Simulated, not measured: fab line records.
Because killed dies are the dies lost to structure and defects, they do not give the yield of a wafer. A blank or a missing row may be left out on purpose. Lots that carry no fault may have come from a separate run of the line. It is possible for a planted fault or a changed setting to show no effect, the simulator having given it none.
Commonality check across tools ; flow gf180mcu ; 10 lots, 30 wafers sampled

## WHY THIS WAS OPENED
2 of 10 lots carry a flag on the reading MIM_ALCU_RS at GF_MIM_RS_MEAS_10. No-fault wafers: 0.1603 ohm/sq, standard deviation 0.0019.
Rule: a lot is flagged in two cases, either no wafer of it has a number, or all its wafers with numbers fall more than 4 standard deviations from that mean. All remaining lots are regarded as sound.

lot;measured;on;MIM_ALCU_RS (ohm/sq), wafer by wafer;flag
L477;day 24 18:22;film metro-03;0.1600 0.1592 0.1585;
L480;day 25 15:25;film metro-03;0.1579 0.1600 0.1580;
L483;day 26 13:48;film metro-01;0.1619 0.1597 0.1625;
L484;day 27 03:00;film metro-02;0.1595 0.1594 0.1612;
L490;day 29 03:20;film metro-01;0.1565 0.1611 0.1578;
L491;day 29 10:22;film metro-01;0.1938 0.1907 0.1904;FLAGGED
L492;day 29 15:38;film metro-02;0.1600 0.1601 0.1602;
L493;day 29 18:30;film metro-03;0.1907 0.1893 0.1866;FLAGGED
L499;day 31 08:27;film metro-01;0.1627 0.1621 0.1596;
L500;day 31 10:31;film metro-01;0.1649 0.1649 0.1627;
The mean of the flagged lots' numbers is 0.1903 ohm/sq, +0.0300 ohm/sq from the usual (+16 standard deviations).

## TOOL THAT RAN EACH LOT
The record holds 3 process steps before the reading, out of a route of 602 steps. Read each cell as the tool, then ch plus the chambers that the sampled wafers visited, then the start.
lot;flag;GF_V2_STRIP_18;GF_V3_CVD_02;GF_MIM_SPUTTER_08
L477;;plasma asher-03 ch 0,1, day 20 13:00;pecvd-04 ch 0,1, day 21 15:36;pvd sputter-04, day 24 18:18
L480;;plasma asher-01 ch 0,1, day 21 10:33;pecvd-02 ch 0,1, day 22 12:53;pvd sputter-04, day 25 15:21
L483;;plasma asher-04 ch 0,1, day 22 14:37;pecvd-03 ch 0,2, day 23 15:30;pvd sputter-03, day 26 13:43
L484;;plasma asher-04 ch 0, day 23 03:16;pecvd-03 ch 0,1,2, day 24 04:33;pvd sputter-04, day 27 02:55
L490;;plasma asher-04 ch 0,1, day 25 08:41;pecvd-04 ch 1,2, day 26 08:50;pvd sputter-03, day 29 03:16
L491;FLAGGED;plasma asher-03 ch 0,1, day 25 17:28;pecvd-02 ch 0,1, day 26 17:13;pvd sputter-04, day 29 10:18
L492;;plasma asher-03 ch 0,1, day 26 01:04;pecvd-03 ch 0,1,2, day 27 00:02;pvd sputter-01, day 29 15:33
L493;FLAGGED;plasma asher-04 ch 0,1, day 26 02:20;pecvd-02 ch 0,2, day 27 01:45;pvd sputter-04, day 29 18:26
L499;;plasma asher-04 ch 0,1, day 27 21:04;pecvd-04 ch 0,1, day 28 18:29;pvd sputter-03, day 31 08:23
L500;;plasma asher-01 ch 0,1, day 28 00:01;pecvd-02 ch 0,2, day 28 21:33;pvd sputter-01, day 31 10:27
What the steps here do:
- GF_V2_STRIP_18: strips in O2/N2.
- GF_V3_CVD_02: deposits SiO2 from TEOS, target thk 850 nm, time 94.851 s.
- GF_MIM_SPUTTER_08: material AlCu, target thk 200 nm, time 10.6 s.
- GF_MIM_RS_MEAS_10: measures by four-point-probe.

## FLAGGED OVER TOTAL, TOOL BY TOOL (the gauges that took the reading come last)
step;tool;lots run;flagged;share of the flagged lots;sound lots run after its first flagged lot
GF_V2_STRIP_18;plasma asher-01;2;0;none;-
GF_V2_STRIP_18;plasma asher-03;3;1;some;1 (L492)
GF_V2_STRIP_18;plasma asher-04;5;1;some;1 (L499)
GF_V3_CVD_02;pecvd-02;4;2;all;1 (L500)
GF_V3_CVD_02;pecvd-03;3;0;none;-
GF_V3_CVD_02;pecvd-04;3;0;none;-
GF_MIM_SPUTTER_08;pvd sputter-01;2;0;none;-
GF_MIM_SPUTTER_08;pvd sputter-03;3;0;none;-
GF_MIM_SPUTTER_08;pvd sputter-04;5;2;all;0
GF_MIM_RS_MEAS_10;film metro-01;5;1;some;2 (L499,L500)
GF_MIM_RS_MEAS_10;film metro-02;2;0;none;-
GF_MIM_RS_MEAS_10;film metro-03;3;1;some;0

## WHAT THE TABLE ALLOWS
In 2 table rows, all flagged lots were run: pecvd-02 (GF_V3_CVD_02), pvd sputter-04 (GF_MIM_SPUTTER_08).
- pecvd-02 at GF_V3_CVD_02 ran 4 lots, 2 of them flagged. Sound lots ran on it after the first flagged one (L500), which a lasting fault on the whole tool wouldn't allow.
- pvd sputter-04 at GF_MIM_SPUTTER_08 ran 5 lots, 2 of them flagged. Its last sound lot is L484 (day 27 02:55), its first flagged lot L491 (day 29 10:18): a fault that began between those two fits. Its own readings (cathode dc power W) fall more than 4 standard deviations out on all wafers of the flagged lots.
One tool is left: pvd sputter-04 at GF_MIM_SPUTTER_08.

## WHAT HAD BEEN PUT IN BY THE SIMULATOR
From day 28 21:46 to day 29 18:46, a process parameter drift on pvd sputter-04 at GF_MIM_SPUTTER_08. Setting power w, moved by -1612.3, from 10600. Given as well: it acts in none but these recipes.
Struck lots among those shown: L491, L493. The rule above found the same.
